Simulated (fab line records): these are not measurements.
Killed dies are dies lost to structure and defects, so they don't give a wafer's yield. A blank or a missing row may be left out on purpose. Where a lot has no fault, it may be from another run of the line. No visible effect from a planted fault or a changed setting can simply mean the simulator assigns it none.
The tool behind it: which one? / flow gf180mcu / 12 lots, 36 wafers sampled, at 2 steps of a route of 602

WHAT THE GAUGES READ, wafer by wafer
GF_SALICIDE_RS_MEAS_04: a four-point-probe measurement.
lot=L850; measured=day 15 13:57; on=film-metro-02; SALICIDE_TIN_RS (ohm/sq)=16.3 16.1 15.9
lot=L852; measured=day 16 10:02; on=film-metro-01; SALICIDE_TIN_RS (ohm/sq)=16.8 16.5 16.2
lot=L855; measured=day 17 09:52; on=film-metro-01; SALICIDE_TIN_RS (ohm/sq)=15.9 16.5 16.1
lot=L858; measured=day 18 07:36; on=film-metro-03; SALICIDE_TIN_RS (ohm/sq)=16.1 16.2 16.2
lot=L860; measured=day 19 13:04; on=film-metro-03; SALICIDE_TIN_RS (ohm/sq)=57.7 57.1 58.0
lot=L861; measured=day 19 13:59; on=film-metro-02; SALICIDE_TIN_RS (ohm/sq)=57.5 57.3 57.5
lot=L863; measured=day 20 04:28; on=film-metro-01; SALICIDE_TIN_RS (ohm/sq)=16.9 16.7 16.5
lot=L864; measured=day 20 12:40; on=film-metro-02; SALICIDE_TIN_RS (ohm/sq)=16.5 16.1 16.6
lot=L865; measured=day 20 23:37; on=film-metro-01; SALICIDE_TIN_RS (ohm/sq)=16.0 16.0 16.1
lot=L866; measured=day 21 06:28; on=film-metro-02; SALICIDE_TIN_RS (ohm/sq)=16.0 16.2 16.1
lot=L867; measured=day 21 16:11; on=film-metro-02; SALICIDE_TIN_RS (ohm/sq)=16.7 16.9 16.8
lot=L871; measured=day 22 23:51; on=film-metro-02; SALICIDE_TIN_RS (ohm/sq)=16.5 16.8 16.2

EACH LOT AND THE TOOL THAT RAN IT (in order: tool; ch and the chambers of the sampled wafers; start)
lot=L850; GF_SALICIDE_SPUTTER_02=pvd-sputter-04, day 15 13:53
lot=L852; GF_SALICIDE_SPUTTER_02=pvd-sputter-02, day 16 09:58
lot=L855; GF_SALICIDE_SPUTTER_02=pvd-sputter-03, day 17 09:49
lot=L858; GF_SALICIDE_SPUTTER_02=pvd-sputter-04, day 18 07:31
lot=L860; GF_SALICIDE_SPUTTER_02=pvd-sputter-03, day 19 13:01
lot=L861; GF_SALICIDE_SPUTTER_02=pvd-sputter-03, day 19 13:55
lot=L863; GF_SALICIDE_SPUTTER_02=pvd-sputter-03, day 20 04:24
lot=L864; GF_SALICIDE_SPUTTER_02=pvd-sputter-03, day 20 12:36
lot=L865; GF_SALICIDE_SPUTTER_02=pvd-sputter-04, day 20 23:32
lot=L866; GF_SALICIDE_SPUTTER_02=pvd-sputter-04, day 21 06:25
lot=L867; GF_SALICIDE_SPUTTER_02=pvd-sputter-03, day 21 16:07
lot=L871; GF_SALICIDE_SPUTTER_02=pvd-sputter-03, day 22 23:47
- GF_SALICIDE_SPUTTER_02: material Co, target thk 10 nm, time 19.75 s.

AS READ BY THE TOOLS THEMSELVES (means over the sampled wafers that have a number; for cases with no such wafer, the mark the record gives instead)
GF_SALICIDE_SPUTTER_02.
lot=L850; tool=pvd-sputter-04; cathode-dc-power-W (W)=999.9; chamber-pressure-pa (Pa)=0.4002; throttle-valve-pct (%)=32.0
lot=L852; tool=pvd-sputter-02; cathode-dc-power-W (W)=1000.1; chamber-pressure-pa (Pa)=0.4004; throttle-valve-pct (%)=29.1
lot=L855; tool=pvd-sputter-03; cathode-dc-power-W (W)=999.9; chamber-pressure-pa (Pa)=0.3994; throttle-valve-pct (%)=31.6
lot=L858; tool=pvd-sputter-04; cathode-dc-power-W (W)=999.9; chamber-pressure-pa (Pa)=0.3999; throttle-valve-pct (%)=29.4
lot=L860; tool=pvd-sputter-03; cathode-dc-power-W (W)=-; chamber-pressure-pa (Pa)=-; throttle-valve-pct (%)=-
lot=L861; tool=pvd-sputter-03; cathode-dc-power-W (W)=-; chamber-pressure-pa (Pa)=-; throttle-valve-pct (%)=-
lot=L863; tool=pvd-sputter-03; cathode-dc-power-W (W)=1000.0; chamber-pressure-pa (Pa)=0.3996; throttle-valve-pct (%)=32.4
lot=L864; tool=pvd-sputter-03; cathode-dc-power-W (W)=1000.0; chamber-pressure-pa (Pa)=0.4003; throttle-valve-pct (%)=31.4
lot=L865; tool=pvd-sputter-04; cathode-dc-power-W (W)=1000.0; chamber-pressure-pa (Pa)=0.3996; throttle-valve-pct (%)=29.6
lot=L866; tool=pvd-sputter-04; cathode-dc-power-W (W)=999.9; chamber-pressure-pa (Pa)=0.4005; throttle-valve-pct (%)=29.5
lot=L867; tool=pvd-sputter-03; cathode-dc-power-W (W)=1000.0; chamber-pressure-pa (Pa)=0.3992; throttle-valve-pct (%)=30.0
lot=L871; tool=pvd-sputter-03; cathode-dc-power-W (W)=1000.1; chamber-pressure-pa (Pa)=0.3994; throttle-valve-pct (%)=30.6

THE ANSWER, worked out from the rows above alone
Rule: what is usual is taken from the lots themselves. Put in order of their means at a reading, lots are off if they are a third of the lots or fewer, leave a main group of 4 or more, and stand apart from it by a gap of 3 or more times the standard deviation of the main group's means; of several such gaps the widest counts. If all means in a main group match to the digits the tables above print for the reading, that group is not used. A lot without any number at a reading at which 4 lots or more have one is off too. Where the step has rows for the other lots, those lots are counted as sound. The gauges are gone through in route order, then the tools' own readings, and for those a lot's mean is taken as printed above. The first step at which some lot is off is used, and at that step the reading that is off furthest; a lot without a number counts as furthest.
Off: at GF_SALICIDE_RS_MEAS_04 (SALICIDE_TIN_RS), L860, L861. Mean 16.3 ohm/sq and standard deviation 0.26 in the main group.
If a tool, at a process step before that reading, ran all the lots that are off and no sound lot after the first of them, it fits. The gauges at GF_SALICIDE_RS_MEAS_04 aren't tried: what is off there is off at GF_SALICIDE_SPUTTER_02 too, on other tools, and a gauge's error can't cause that. Of those tried, none fits.

WHAT HAD BEEN PUT IN BY THE SIMULATOR
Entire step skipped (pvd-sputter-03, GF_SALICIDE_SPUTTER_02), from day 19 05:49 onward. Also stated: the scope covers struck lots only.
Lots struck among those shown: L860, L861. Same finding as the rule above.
